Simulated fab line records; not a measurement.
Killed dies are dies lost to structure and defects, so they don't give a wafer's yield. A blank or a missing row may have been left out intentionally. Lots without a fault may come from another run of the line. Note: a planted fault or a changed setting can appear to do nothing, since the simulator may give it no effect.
The tool behind it: which one? ; flow sky130 ; 27 wafers from 9 lots sampled at 6 of the route's 708 steps

## WHAT THE GAUGES SHOWED, per wafer
SKY_VIA3_BOW_MEAS_03. Usual: VIA3_BOW typically reads 80 um, with standard deviation 8.1.
lot;measured;on;VIA3_BOW (um);flag
L117;day 39 05:04;filmMetro-02;80 66 82;
L119;day 39 22:14;filmMetro-04;76 79 69;
L120;day 40 10:43;filmMetro-04;90 89 84;
L122;day 41 01:16;filmMetro-02;74 71 71;
L124;day 41 11:10;filmMetro-01;78 84 77;
L125;day 41 16:20;filmMetro-04;87 86 82;
L127;day 42 06:49;filmMetro-04;86 92 80;
L130;day 42 19:14;filmMetro-02;85 80 84;
L135;day 44 09:12;filmMetro-04;81 84 86;

SKY_CAP2M_RS_MEAS_03: the measuring method here is four-point-probe. Usual: CAP2M_TIN_RS typically reads 6.95 ohm/sq, with standard deviation 0.066.
lot;measured;on;CAP2M_TIN_RS (ohm/sq);flag
L117;day 40 07:49;filmMetro-01;6.98 6.99 6.98;
L119;day 41 01:04;filmMetro-03;6.81 6.88 6.90;
L120;day 41 13:08;filmMetro-04;6.94 6.98 7.03;
L122;day 42 03:06;filmMetro-03;7.02 6.95 6.97;
L124;day 42 12:40;filmMetro-01;6.96 6.95 6.94;
L125;day 42 18:36;filmMetro-04;6.92 6.87 6.88;
L127;day 43 06:49;filmMetro-04;6.97 6.94 6.90;
L130;day 43 19:47;filmMetro-03;6.93 7.04 6.97;
L135;day 45 07:41;filmMetro-03;7.91 7.03 7.93;OFF

SKY_CAP2M_THK_MEAS_04: measures by xrf. Usual: CAP2M_TIN_THK typically reads 200.2 nm, with standard deviation 2.2.
lot;measured;on;CAP2M_TIN_THK (nm);flag
L117;day 40 07:55;filmMetro-01;199.7 198.8 199.3;
L119;day 41 01:11;filmMetro-03;203.6 202.1 201.4;
L120;day 41 13:15;filmMetro-04;201.1 200.1 199.9;
L122;day 42 03:13;filmMetro-03;197.6 199.4 199.0;
L124;day 42 12:46;filmMetro-01;199.3 198.6 199.2;
L125;day 42 18:43;filmMetro-04;201.8 202.9 202.0;
L127;day 43 06:56;filmMetro-04;200.9 202.1 202.1;
L130;day 43 19:53;filmMetro-03;199.5 196.9 197.8;
L135;day 45 07:48;filmMetro-03;176.1 197.5 174.9;OFF

## WHAT TOOL EACH LOT RAN ON (gives the tool, then ch and the chambers of the sampled wafers, and finally the start)
lot;SKY_METAL3_DESCUM_15;SKY_METAL4_SPUTTER_02;SKY_CAP2M_SPUTTER_02
L117;rieMetal-02 ch 0,1, day 39 03:36;pvdSputter-03, day 40 07:29;pvdSputter-02, day 40 07:41
L119;rieMetal-02 ch 0,1, day 39 20:41;pvdSputter-01, day 41 00:46;pvdSputter-03, day 41 00:57
L120;rieMetal-02 ch 0,1, day 40 09:09;pvdSputter-03, day 41 12:50;pvdSputter-04, day 41 13:01
L122;rieMetal-03 ch 0,1, day 40 23:49;pvdSputter-02, day 42 02:48;pvdSputter-04, day 42 02:59
L124;rieMetal-02 ch 0,1, day 41 09:32;pvdSputter-03, day 42 12:21;pvdSputter-04, day 42 12:32
L125;rieMetal-03 ch 0,1, day 41 14:40;pvdSputter-03, day 42 18:17;pvdSputter-02, day 42 18:29
L127;rieMetal-02 ch 0,1, day 42 05:20;pvdSputter-03, day 43 06:29;pvdSputter-04, day 43 06:42
L130;rieMetal-03 ch 1, day 42 17:02;pvdSputter-03, day 43 19:28;pvdSputter-04, day 43 19:39
L135;rieMetal-02 ch 0, day 44 07:46;pvdSputter-01, day 45 07:23;pvdSputter-04, day 45 07:34
- SKY_METAL3_DESCUM_15: chemistry O2, time 8 s.
- SKY_METAL4_SPUTTER_02: material AlCu, target thk 735 nm, time 39.1 s.
- SKY_CAP2M_SPUTTER_02: material TiN, target thk 200 nm, time 166.7 s.

## WHAT THE TOOLS THEMSELVES READ (means of the sampled wafers that have a number; where no wafer has one, the mark that the record gives instead)
SKY_METAL3_DESCUM_15. Usual: drypumpMotorCurrentA 5.5 A, standard deviation 0.52; oesProductAu 0.999 a.u., standard deviation 0.0068; tempC 40.01 C, standard deviation 0.1.
lot;tool;drypumpMotorCurrentA (A);oesProductAu (a.u.);tempC (C);flag
L117;rieMetal-02;5.6;1.002;40.09;
L119;rieMetal-02;5.5;1.001;40.09;
L120;rieMetal-02;5.6;1.005;39.94;
L122;rieMetal-03;5.2;0.997;40.05;
L124;rieMetal-02;5.5;1.000;39.89;
L125;rieMetal-03;5.5;0.997;39.89;
L127;rieMetal-02;5.5;1.001;40.10;
L130;rieMetal-03;4.8;0.993;40.03;
L135;rieMetal-02;5.4;0.998;40.02;

SKY_METAL4_SPUTTER_02. Usual: cathodeDcPowerW 10600 W, standard deviation 2; throttleValvePct 29.8 %, standard deviation 0.59.
lot;tool;cathodeDcPowerW (W);throttleValvePct (%);flag
L117;pvdSputter-03;10601;29.4;
L119;pvdSputter-01;10602;30.1;
L120;pvdSputter-03;10602;29.5;
L122;pvdSputter-02;10600;30.1;
L124;pvdSputter-03;10598;29.5;
L125;pvdSputter-03;10598;29.3;
L127;pvdSputter-03;10601;29.6;
L130;pvdSputter-03;10600;29.6;
L135;pvdSputter-01;10600;30.7;

SKY_CAP2M_SPUTTER_02. Usual: cathodeDcPowerW 6500.0 W, standard deviation 1.3; substrateTempC 299.99 C, standard deviation 0.2; throttleValvePct 30.2 %, standard deviation 1.2.
lot;tool;cathodeDcPowerW (W);substrateTempC (C);throttleValvePct (%);flag
L117;pvdSputter-02;6500.7;300.06;29.9;
L119;pvdSputter-03;6499.3;300.08;30.0;
L120;pvdSputter-04;6499.5;300.27;30.4;
L122;pvdSputter-04;6499.2;299.97;31.2;
L124;pvdSputter-04;6500.1;299.82;29.9;
L125;pvdSputter-02;6500.3;300.08;29.2;
L127;pvdSputter-04;6499.7;299.84;30.3;
L130;pvdSputter-04;6499.8;300.18;29.3;
L135;pvdSputter-04;6048.5;299.90;31.7;OFF

## THE ANSWER, worked out from the rows above alone
Rule: lot off if the mean of its wafers having a number is beyond 3 standard deviations from the usual mean. Also off: a lot with no number at a reading for which 4 or more lots have one. Any other lot the step has rows for is counted as sound. The gauges are gone through in route order, then the tools' own readings, and for those a lot's mean is taken as printed above. The first step at which some lot is off is used, and at that step the reading that is off furthest; a lot without a number counts as furthest.
Off: L135, at SKY_CAP2M_RS_MEAS_03 (CAP2M_TIN_RS).
If a tool, at a process step before that reading, ran all the lots that are off and no sound lot after the first of them, it fits. The gauges at SKY_CAP2M_RS_MEAS_03 aren't tried: what is off there is off at SKY_CAP2M_SPUTTER_02 too, on other tools, and a gauge's error can't cause that. Can't be told from this: 3 tools fit, rieMetal-02 at SKY_METAL3_DESCUM_15, pvdSputter-01 at SKY_METAL4_SPUTTER_02, pvdSputter-04 at SKY_CAP2M_SPUTTER_02.

## WHAT THE SIMULATOR HAD INSERTED
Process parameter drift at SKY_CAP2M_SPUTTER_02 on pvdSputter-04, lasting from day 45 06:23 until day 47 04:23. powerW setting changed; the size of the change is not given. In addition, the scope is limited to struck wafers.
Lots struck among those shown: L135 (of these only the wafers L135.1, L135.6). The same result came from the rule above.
